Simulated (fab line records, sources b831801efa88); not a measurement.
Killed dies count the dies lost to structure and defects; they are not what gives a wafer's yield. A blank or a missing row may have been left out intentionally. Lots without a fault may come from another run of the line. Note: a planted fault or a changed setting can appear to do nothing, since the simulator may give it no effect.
Matching of chambers :: flow sky130 :: rie-diel-04 running SKY_VIA4_ETCH_12: 4 sister chambers
The step etches SiO2 in C4F8/O2/Ar, stops on TiN, target depth 580 nm. 7 wafers are shown with their chamber, then 7 later ones without.

## EACH WAFER AND ITS CHAMBER
wafer: L716.4
chamber: 1
chamber-pressure-mTorr (mTorr): 39.95
bias-w (W): 1195

wafer: L716.6
chamber: 3
chamber-pressure-mTorr (mTorr): 40.02
bias-w (W): 1199

wafer: L727.3
chamber: 3
chamber-pressure-mTorr (mTorr): 40.04
bias-w (W): 1201

wafer: L728.5
chamber: 0
chamber-pressure-mTorr (mTorr): 39.99
bias-w (W): 1202

wafer: L728.6
chamber: 2
chamber-pressure-mTorr (mTorr): 40.00
bias-w (W): 1200

wafer: L729.1
chamber: 0
chamber-pressure-mTorr (mTorr): 39.99
bias-w (W): 1202

wafer: L729.3
chamber: 2
chamber-pressure-mTorr (mTorr): 39.96
bias-w (W): 1204

## WAFERS WHOSE CHAMBER IS MISSING
wafer: L729.6
chamber-pressure-mTorr (mTorr): 39.98
bias-w (W): 1210

wafer: L730.3
chamber-pressure-mTorr (mTorr): 40.04
bias-w (W): 1198

wafer: L730.5
chamber-pressure-mTorr (mTorr): 39.94
bias-w (W): 1196

wafer: L730.6
chamber-pressure-mTorr (mTorr): 40.03
bias-w (W): 1207

wafer: L734.1
chamber-pressure-mTorr (mTorr): 40.03
bias-w (W): 1198

wafer: L734.5
chamber-pressure-mTorr (mTorr): 40.06
bias-w (W): 1203

wafer: L734.6
chamber-pressure-mTorr (mTorr): 40.03
bias-w (W): 1193

## EACH ONE'S CHAMBER
wafer: L729.6
from the rows above: can't be placed: 2 or 0 or 3
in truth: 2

wafer: L730.3
from the rows above: 3
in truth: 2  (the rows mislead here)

wafer: L730.5
from the rows above: 1
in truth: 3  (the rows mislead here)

wafer: L730.6
from the rows above: can't be placed: 0 or 3 or 2
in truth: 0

wafer: L734.1
from the rows above: 3
in truth: 3

wafer: L734.5
from the rows above: can't be placed: 3 or 0
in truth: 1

wafer: L734.6
from the rows above: can't be placed: 3 or 1 or 0 or 2
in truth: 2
Placed correctly: 1 of 7. Not placeable from these rows: 4 (in 3, the candidates include the true chamber). 2 placed wrongly.
How it was worked out, from the rows above alone: a wafer's distance from a chamber is the root of the sum, over the readings, of the square of ((its reading less the chamber's mean) divided by the reading's scatter). If the next closest chamber is less than 2 further off than the closest, the wafer can't be placed; otherwise it belongs to the closest. A chamber's mean is the mean of its shown wafers. The scatter: the root of (the sum of the squares of (reading less its chamber's mean) over the shown wafers, divided by (wafers less chambers)).
